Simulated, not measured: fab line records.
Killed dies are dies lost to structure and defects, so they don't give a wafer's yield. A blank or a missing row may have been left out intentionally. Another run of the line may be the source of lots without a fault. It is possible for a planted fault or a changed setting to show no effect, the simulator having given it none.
Which tool did it?	flow gf180mcu	Sampling: 13 lots, 39 wafers, 5 of 602 route steps

## WHAT THE GAUGES SHOWED, per wafer
GF_STI_BOW_MEAS_00. Usual: INCOMING_BOW typically reads -1 um, with standard deviation 6.1.
lot	measured	on	INCOMING_BOW (um)	flag
L240	day 1 10:01	film metro-04	6 -7 -5	
L241	day 1 15:02	film metro-02	12 2 3	
L242	day 1 20:04	film metro-02	6 -4 3	
L243	day 2 01:00	film metro-04	2 3 8	
L244	day 2 06:00	film metro-02	7 -4 -6	
L253	day 4 03:02	film metro-02	-1 -2 -6	
L254	day 4 08:00	film metro-03	2 -3 12	
L255	day 4 13:00	film metro-03	9 -9 -4	
L258	day 5 04:02	film metro-03	4 -12 1	
L259	day 5 09:00	film metro-03	-6 11 3	
L260	day 5 14:00	film metro-03	-4 -3 2	
L262	day 6 00:01	film metro-04	3 0 -8	
L263	day 6 05:02	film metro-04	-5 -1 -8	

GF_VT_IMPLANT_RS_MEAS_47: the measuring method here is four-point-probe. Usual: NWELL_RS typically reads 487.5 ohm/sq, with standard deviation 1.1.
lot	measured	on	NWELL_RS (ohm/sq)	flag
L240	day 7 14:23	film metro-01	489.1 487.3 487.5	
L241	day 7 18:20	film metro-04	486.0 487.5 488.0	
L242	day 8 02:41	film metro-04	487.0 486.2 487.2	
L243	day 8 10:01	film metro-04	489.2 489.0 488.5	
L244	day 8 23:36	film metro-02	488.6 489.0 488.8	
L253	day 11 08:23	film metro-04	491.5 492.6 492.4	OFF
L254	day 11 13:55	film metro-02	492.5 491.9 491.0	OFF
L255	day 11 18:09	film metro-02	488.0 488.3 488.4	
L258	day 12 17:27	film metro-01	485.5 485.1 486.4	
L259	day 12 23:37	film metro-01	487.1 489.0 488.8	
L260	day 13 07:04	film metro-02	487.5 486.8 487.1	
L262	day 13 18:17	film metro-01	486.9 486.5 486.5	
L263	day 14 13:15	film metro-01	487.4 487.3 487.6	

GF_HV_LDD_OVL_MEAS_08. Usual: HV_LDD_OVL typically reads -0.3 nm, with standard deviation 1.4.
lot	measured	on	HV_LDD_OVL (nm)	flag
L240	day 10 01:37	overlay-02	0.8 -0.2 0.8	
L241	day 10 05:43	overlay-02	-1.1 -1.9 0.0	
L242	day 10 15:47	overlay-01	-0.3 -1.6 0.9	
L243	day 10 22:01	overlay-01	-1.8 -1.4 0.5	
L244	day 11 14:20	overlay-01	-0.4 -1.2 -1.0	
L253	day 14 06:28	overlay-02	1.6 -0.5 1.4	
L254	day 14 09:59	overlay-02	1.0 -0.5 -0.2	
L255	day 14 13:41	overlay-01	-1.5 -0.3 -3.9	
L258	day 15 14:15	overlay-01	-2.2 -2.6 0.8	
L259	day 15 22:55	overlay-01	-0.2 -0.6 -2.2	
L260	day 16 05:41	overlay-02	0.6 -1.1 0.9	
L262	day 16 19:42	overlay-02	0.5 1.6 1.3	
L263	day 17 13:12	overlay-02	-0.8 1.0 1.1	

GF_HV_LDD_THK_MEAS_57. Usual: HV_LDD_CVD_56_THK typically reads 90.2 nm, with standard deviation 0.87.
lot	measured	on	HV_LDD_CVD_56_THK (nm)	flag
L240	day 12 14:08	film metro-01	89.2 89.3 89.3	
L241	day 12 17:22	film metro-04	89.6 89.6 89.7	
L242	day 13 04:49	film metro-04	89.0 89.2 89.2	
L243	day 13 12:16	film metro-01	90.9 91.6 90.3	
L244	day 14 07:10	film metro-01	90.8 91.0 90.6	
L253	day 17 02:50	film metro-04	91.1 90.7 90.8	
L254	day 17 07:39	film metro-04	91.0 91.3 91.5	
L255	day 17 12:22	film metro-02	89.4 90.7 90.0	
L258	day 18 14:22	film metro-01	89.2 90.1 89.0	
L259	day 19 00:16	film metro-02	91.5 91.2 90.0	
L260	day 19 08:03	film metro-02	90.0 90.0 90.1	
L262	day 19 21:54	film metro-04	88.2 87.8 88.0	
L263	day 20 18:10	film metro-01	90.3 90.2 90.3	

## WHICH TOOL RAN EACH LOT (tool, then ch and the chambers of the sampled wafers, then the start)
lot	GF_NWELL_IMPLANT_08
L240	implanter-01 ch 0, day 3 08:18
L241	implanter-02 ch 0, day 3 12:47
L242	implanter-02 ch 0, day 3 18:36
L243	implanter-03 ch 0, day 4 00:26
L244	implanter-02 ch 0, day 4 11:07
L253	implanter-01 ch 0, day 6 09:11
L254	implanter-01 ch 0, day 6 12:37
L255	implanter-03 ch 0, day 6 17:19
L258	implanter-02 ch 0, day 7 10:38
L259	implanter-02 ch 0, day 7 15:49
L260	implanter-03 ch 0, day 7 20:16
L262	implanter-02 ch 0, day 8 07:12
L263	implanter-02 ch 0, day 8 21:49
- GF_NWELL_IMPLANT_08

## AS READ BY THE TOOLS THEMSELVES (means over the sampled wafers that have a number; for cases with no such wafer, the mark the record gives instead)
GF_NWELL_IMPLANT_08. Usual: beam on s reads 10.01 s (standard deviation 0.19).
lot	tool	beam on s (s)	flag
L240	implanter-01	9.99	
L241	implanter-02	10.05	
L242	implanter-02	9.97	
L243	implanter-03	9.95	
L244	implanter-02	9.96	
L253	implanter-01	10.06	
L254	implanter-01	9.86	
L255	implanter-03	9.93	
L258	implanter-02	10.15	
L259	implanter-02	10.03	
L260	implanter-03	10.00	
L262	implanter-02	9.96	
L263	implanter-02	10.04	

## THE ANSWER, worked out from the rows above alone
Rule: a lot counts as off when the mean over its wafers that have a number is more than 3 standard deviations away from the usual mean. Also off: a lot with no number at a reading for which 4 or more lots have one. Where the step has rows for the other lots, those lots are counted as sound. The gauges are gone through in route order, then the tools' own readings, and for those a lot's mean is taken as printed above. At the first step where some lot is off, the reading lying furthest off is the one used; lots without a number count as furthest.
Off: L253, L254, at GF_VT_IMPLANT_RS_MEAS_47 (NWELL_RS).
A tool fits if, at a process step before that reading, it ran every lot that is off, and no sound lot after the first of them. Gauges at GF_VT_IMPLANT_RS_MEAS_47: tried the same way as those tools. One fits: GF_NWELL_IMPLANT_08 on implanter-01. Its last sound lot is L240 (day 3 08:18), its first lot that is off L253 (day 6 09:11): a fault that began between those two fits.

## WHAT WAS PUT IN BY THE SIMULATOR
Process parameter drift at GF_NWELL_IMPLANT_08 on implanter-01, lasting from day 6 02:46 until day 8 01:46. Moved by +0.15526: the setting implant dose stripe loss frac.
Shown lots that were struck: L253, L254. The rule above found the same.
